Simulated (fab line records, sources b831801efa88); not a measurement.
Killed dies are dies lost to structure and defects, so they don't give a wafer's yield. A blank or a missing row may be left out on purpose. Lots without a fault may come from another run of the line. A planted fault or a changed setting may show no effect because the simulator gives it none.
A struck lot beside a sound one | flow sky130 | 30 steps out of a route of 708
Sound: wafers L317.2, L317.5, L317.6. Struck: wafers L336.1, L336.3, L336.6. The cause comes at the end.
At each step with rows: each side's tool, then ch and its chambers, then its first start. Under that, the readings that differ: sound wafers | struck wafers | difference of the means | sigmas: that difference in standard deviations of wafers without a fault.
alike: readings whose means differ by less than 2 such deviations, and words and numbers that are the same on both sides. not compared: withheld readings, readings that some wafer has no value for, bounds like >300 that may hide the same value, and numbers for which the record gives no deviation and whose values overlap.
The two part at a step that has a row with sigmas, a row that says differs or no value, or rows on one side only. Numbers that don't overlap but have no deviation are shown without sigmas and don't part them. A reading that every wafer of one side lacks parts them only if that side has two wafers or more.

SKY_PWDE_STRIP_09: strips in O2/N2.
  sound on plasma_asher-01 ch 0,1, day 3 20:10; struck on plasma_asher-01 ch 0,1, day 8 08:58
  alike: drypump_motor_current_A, oes_product_au, strip_time_to_endpoint_s
  not compared: rf_hours_counter_h
SKY_PWDE_TW_MEAS_10:
  sound on film_metro-02, day 3 20:17; struck on film_metro-02, day 8 09:04
  alike: PWDE_TW
then, 7 steps without rows for these wafers: SKY_NWELL_DEHYDRATE_03 (time 60 s); SKY_NWELL_HMDS_04 (prime time 60 s); SKY_NWELL_COAT_05 (resist thk 3000 nm); SKY_NWELL_SOFTBAKE_06; SKY_NWELL_EXPOSE_07 (exposes mask NWM, target cd 840 nm); SKY_NWELL_PEB_08; SKY_NWELL_DEVELOP_09 (develop time 60 s).
SKY_NWELL_OVL_MEAS_10:
  sound on overlay-02, day 4 12:47; struck on overlay-01, day 9 06:12
  alike: NWELL_00_OVL
then, 2 steps without rows for these wafers: SKY_NWELL_IMPLANT_11; SKY_NWELL_IMPLANT_12.
SKY_NWELL_IMPLANT_13:
  sound on implanter-01 ch 0, day 4 13:08; struck on implanter-04 ch 0, day 9 06:32
  reading            | sound                         | struck                        | difference | sigmas
  dose_ions_cm2      | 7.001e+11 6.999e+11 7.014e+11 | 2.214e+11 2.205e+11 2.206e+11 | -4.796e+11 | -99 or more
  faraday_current_uA | 3.96 3.74 3.83                | 1.27 1.26 1.25                | -2.58      | -32
  alike: end_station_pressure_torr
SKY_NWELL_STRIP_14: strips in O2/N2.
  sound on plasma_asher-03 ch 0,1, day 4 13:16; struck on plasma_asher-01 ch 0,1, day 9 06:41
  alike: drypump_motor_current_A, oes_product_au, strip_time_to_endpoint_s
  not compared: rf_hours_counter_h
SKY_NWELL_TW_MEAS_15:
  sound on film_metro-02, day 4 13:23; struck on film_metro-02, day 9 06:47
  alike: NWELL_TW
then, 7 steps without rows for these wafers: SKY_NWELL_DEHYDRATE_16 (time 60 s); SKY_NWELL_HMDS_17 (prime time 60 s); SKY_NWELL_COAT_18 (resist thk 3000 nm); SKY_NWELL_SOFTBAKE_19; SKY_NWELL_EXPOSE_20 (exposes mask NWM COMPLEMENT, target cd 840 nm); SKY_NWELL_PEB_21; SKY_NWELL_DEVELOP_22 (develop time 60 s).
SKY_NWELL_OVL_MEAS_23:
  sound on overlay-02, day 5 06:06; struck on overlay-02, day 10 03:35
  alike: NWELL_01_OVL
then, 1 step without rows for these wafers: SKY_NWELL_IMPLANT_24.
SKY_NWELL_STRIP_25: strips in O2/N2.
  sound on plasma_asher-03 ch 0,1, day 5 06:17; struck on plasma_asher-02 ch 0,1, day 10 03:46
  alike: drypump_motor_current_A, oes_product_au, strip_time_to_endpoint_s
  not compared: rf_hours_counter_h
SKY_NWELL_TW_MEAS_26:
  sound on film_metro-02, day 5 06:23; struck on film_metro-02, day 10 03:52
  alike: NWELL_2_TW
then, 1 step without rows for these wafers: SKY_NWELL_CLEAN_27 (cleans in SC1/SC2, time 150 s).
SKY_NWELL_RTA_28: time 30 s.
  sound on rtp_anneal-02 ch 0, day 5 06:31; struck on rtp_anneal-02 ch 0, day 10 03:59
  alike: lamp_power_pct, wafer_temp_C_max
SKY_NWELL_RS_MEAS_29: measures by four-point-probe.
  sound on film_metro-04, day 5 06:37; struck on film_metro-02, day 10 04:26
  reading           | sound             | struck            | difference | sigmas
  NWELL_RS (ohm/sq) | 626.0 626.3 626.9 | 643.3 640.0 643.3 | +15.8      | +11
  not compared: hold
-- the record jumps here: 40 days lie between the struck wafers' starts before and after (it left off in module NWELL and takes up again in module PAD_OPEN, whose first step shown is number 708 of the route) --
SKY_PAD_OPEN_PROBE_99:
  sound on prober-02, day 45 23:31; struck on prober-02, day 50 01:58
  reading                                | sound                       | struck                        | difference | sigmas
  model.etest.nfet_16v.r_on_ohm_um       | 1.4e+04 1.409e+04 1.408e+04 | 1.481e+04 1.475e+04 1.475e+04 | +7.133e+02 |
  model.etest.pfet_g5v0d10v5.r_on_ohm_um | 4758 4760 4715              | 4456 4480 4444                | -284       |
  model.etest.tip_p.rs_ohm_sq            | 6881 6875 6919              | 6789 6757 6799                | -110       |
  model.etest.tip_p_5v.rs_ohm_sq         | 2878 2850 2864              | 2734 2760 2750                | -116       |
  model.etest.pfet_g5v0d10v5.drive_ua_um | 342.3 338.5 344.6           | 364.4 361.8 367.2             | +22.7      |
  model.etest.pfet_01v8_lvt.drive_ua_um  | 176.5 172.7 175.7           | 194.6 192.7 195.3             | +19.2      |
  model.etest.pfet_16v.drive_ua_um       | 244.6 244.7 247.4           | 254.1 259 256                 | +10.8      |
  alike: killed_at_M0_to_M3, killed_at_M4_up, killed_at_contacts, killed_at_front_end, killed_at_other, killed_dies, killed_open, killed_short
  not compared: model.etest.pfet_16v.r_on_ohm_um

WHERE THEY PART
First at SKY_NWELL_IMPLANT_13; last, within this record, at SKY_NWELL_RS_MEAS_29. Later steps at which nothing parts them and some readings are alike: SKY_PAD_OPEN_PROBE_99.

WHY: what the simulator had put in
Process parameter drift: implanter-04, from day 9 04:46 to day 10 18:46, at SKY_NWELL_IMPLANT_13. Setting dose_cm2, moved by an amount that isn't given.
